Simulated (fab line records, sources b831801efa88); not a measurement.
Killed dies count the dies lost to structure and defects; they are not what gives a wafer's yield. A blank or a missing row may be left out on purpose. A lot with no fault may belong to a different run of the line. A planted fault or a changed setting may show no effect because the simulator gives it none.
Lot-split experiment | flow sky130 | on a route of 708 steps: 5 lots, 23 wafers read

SPLIT DETAILS
At SKY_VIA3_EXPOSE_09 (exposes mask VIM3, target cd 200 nm), the setting dose mj was moved away from the recipe's 38 on 9 of the 23 wafers read, by -6.5% to +3.1%. All remaining wafers had this setting at the recipe value.

FROM THE SPLIT TO THE READING: what the file shows between them, 2 steps
- SKY_VIA3_PEB_10
- SKY_VIA3_DEVELOP_11: develop time 60 s

THE READING
At SKY_VIA3_CD_MEAS_12: cd nm in nanometres, against a target cd of 200 nm. On this fab line, fault-free wafers typically give 200.3 nm with a standard deviation of 1.1 nm.

wafer  | tool, chamber at the split | dose mj as run | against the recipe | cd nm, nm | against lot-mates on the recipe
L074.1 | krf scanner-01, 0          | 38             | recipe             | 198.8     | -
L074.3 | krf scanner-01, 0          | 39.19          | +3.1%              | 206.0     | +7.1
L074.4 | krf scanner-01, 0          | 39.19          | +3.1%              | 207.1     | +8.2
L074.5 | krf scanner-01, 0          | 39.19          | +3.1%              | 206.8     | +7.9
L074.6 | krf scanner-01, 0          | 38             | recipe             | 199.0     | -
L075.1 | krf scanner-02, 0          | 35.52          | -6.5%              | 185.7     | -12.1
L075.3 | krf scanner-02, 0          | 38             | recipe             | 197.9     | -
L075.4 | krf scanner-02, 0          | 35.52          | -6.5%              | 187.1     | -10.7
L075.5 | krf scanner-02, 0          | 35.52          | -6.5%              | 187.8     | -10.0
L075.6 | krf scanner-02, 0          | 38             | recipe             | 197.7     | -
L078.2 | krf scanner-02, 0          | 38             | recipe             | 201.2     | -
L078.3 | krf scanner-02, 0          | 38             | recipe             | 201.0     | -
L078.4 | krf scanner-02, 0          | 38             | recipe             | 201.6     | -
L078.5 | krf scanner-02, 0          | 38             | recipe             | 201.2     | -
L078.6 | krf scanner-02, 0          | 38             | recipe             | 200.9     | -
L079.1 | krf scanner-02, 0          | 38             | recipe             | 203.0     | -
L079.2 | krf scanner-02, 0          | 38             | recipe             | 200.6     | -
L079.3 | krf scanner-02, 0          | 38             | recipe             | 202.0     | -
L081.2 | krf scanner-01, 0          | 37.08          | -2.4%              | 192.7     | -6.6
L081.3 | krf scanner-01, 0          | 38             | recipe             | 199.3     | -
L081.4 | krf scanner-01, 0          | 37.08          | -2.4%              | 195.0     | -4.3
L081.5 | krf scanner-01, 0          | 38             | recipe             | 199.3     | -
L081.6 | krf scanner-01, 0          | 37.08          | -2.4%              | 194.6     | -4.7

THE FIT
A straight line over all 23 wafers: cd nm changes by +2.08 nm for each +1% of dose mj; r = +0.97; the points scatter about the line by 1.4 nm.
The same after taking each lot's own level away (the mean of its wafers on the recipe; 23 wafers): +1.89 nm for each +1%; r = +0.98; scatter 1.1 nm.
According to that fit, moving dose mj by its largest amount changes the reading by 12 nm.
From 197.80 to 201.87 nm: that is the span of the lots' own levels, equal to 3.7 times the standard deviation above.
Hence the slope depends on the lot-to-lot level, as the two fits are not the same.
Check: -12 nm against its lot-mates is what the line predicts for one of the wafers moved furthest among these (-6.5%) when that wafer is left out of the fit. It came out at -12.1 nm against them.

FURTHER SPLITS ON THESE WAFERS
Note: prior to the reading, these wafers also went through further splits. Each is held against what the fit with the lots' levels taken away leaves over:
other split on the same wafers | wafers away from the commonest value | r with cd nm (lot level and that fit taken away)
SKY_CAPM_COAT_07 spin rpm      | 5                                    | +0.23
SKY_METAL3_EXPOSE_10 dose mj   | 7                                    | -0.29

THE WHOLE CHAIN: every reading that the file lists as answering this split, in the file's order
step                | what it does                                                            | reading                                                     | change (the file's fit)              | r (the file's)
SKY_VIA3_CD_MEAS_12 | target cd 200 nm                                                        | cd nm                                                       | +1.85 nm for each +1% of the setting | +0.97
SKY_VIA3_ETCH_14    | etches BARC in N2/H2, stops on SiO2, time 45.9 s, target depth 60 nm    | VIA3.cd nm (the simulator's own value, which no gauge read) | +1.71 nm for each +1% of the setting | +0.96
SKY_VIA3_ETCH_15    | etches SiO2 in C4F8/O2/Ar, stops on TiN, target depth 507 nm, time 78 s | VIA3.cd nm (the simulator's own value, which no gauge read) | +2.37 nm for each +1% of the setting | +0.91

FILE'S OWN FIT
cd nm changes by +1.85 nm for each +1% of dose mj, r = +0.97.
